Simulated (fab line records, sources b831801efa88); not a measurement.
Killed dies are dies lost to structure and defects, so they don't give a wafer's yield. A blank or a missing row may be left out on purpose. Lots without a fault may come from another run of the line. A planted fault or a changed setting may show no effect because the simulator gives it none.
Problem report in the 8D (eight disciplines) form, filled by code | flow sky130 | the parts of the form that need people (team, actions taken, sign-off) are left out

1. THE PROBLEM
rf_fwd_power_W at SKY_VIA2_ETCH_15 reads a mean of 1731 W on 5 wafers of 2 lots; wafers without a fault read 1489 W with a standard deviation of 5.1. That is +47 standard deviations from the usual mean.
The step: etches SiO2 in C4F8/O2/Ar, stops on TiN, target depth 546 nm, time 84 s.
First seen on wafer L327.5, day 40 05:34, on rie_diel-02. The record holds 41 wafers of 14 lots with a number at this step. Rule for "out", or "out of limits": more than 4 standard deviations from the usual mean. The other wafers with a number count as sound.

2. WHAT IT IS AND WHAT IT IS NOT
question                    | is                     | is not
which readings at this step | rf_fwd_power_W         | bias_w
which lots                  | L327, L330             | L316, L317, L318, L319, L320, L321, L323, L324, L328, L329, L336, L337
which wafers of those lots  | all that have a number | -
read on which tools         | rie_diel-02            | rie_diel-01, rie_diel-03
when                        | from day 40 05:34      | up to then (24 sound wafers); but 12 sound wafers of L328, L329, L336, L337 came after

3. SUSPECTS, AND WHAT RULES EACH OUT
Counting: a tool at a process step up to the reading stays a suspect if it ran every lot that is out and no sound lot after the first of them.
- rie_diel-02 at SKY_VIA2_ETCH_15 (etches SiO2 in C4F8/O2/Ar, stops on TiN, target depth 546 nm, time 84 s): kept. It ran every lot that is out, first L327 (day 40 05:34), and no sound lot after that; its last sound lot up to then is L323 (day 38 20:34). Its own readings are out on those wafers: rf_fwd_power_W.
Left after counting: rie_diel-02 at SKY_VIA2_ETCH_15.

4. THE CAUSE (what the simulator had put in)
Process parameter drift: rie_diel-02, from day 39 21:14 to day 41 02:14, at SKY_VIA2_ETCH_15. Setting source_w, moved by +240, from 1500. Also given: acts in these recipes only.
Counting left only this tool.

5. THE CHAIN OF EFFECTS, in route order
Each row: a reading whose mean over the struck wafers that have a number lies more than 3 standard deviations from the usual. Only readings for which the record gives a usual standard deviation are gone through. hours: the time from each lot's start at the first step in this table that gives one to its start at this step, as a median over the lots. sigmas: the change in usual standard deviations.
hours | step             | reading        | usual  | on struck wafers | change | sigmas
0     | SKY_VIA2_ETCH_15 | rf_fwd_power_W | 1489 W | 1731             | +242   | +47
The process steps in it:
- SKY_VIA2_ETCH_15: etches SiO2 in C4F8/O2/Ar, stops on TiN, target depth 546 nm, time 84 s.

6. WHAT WOULD HAVE CAUGHT IT SOONER
In this record the first reading out of limits was taken at day 40 05:34, 8 hours after the fault began at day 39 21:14.
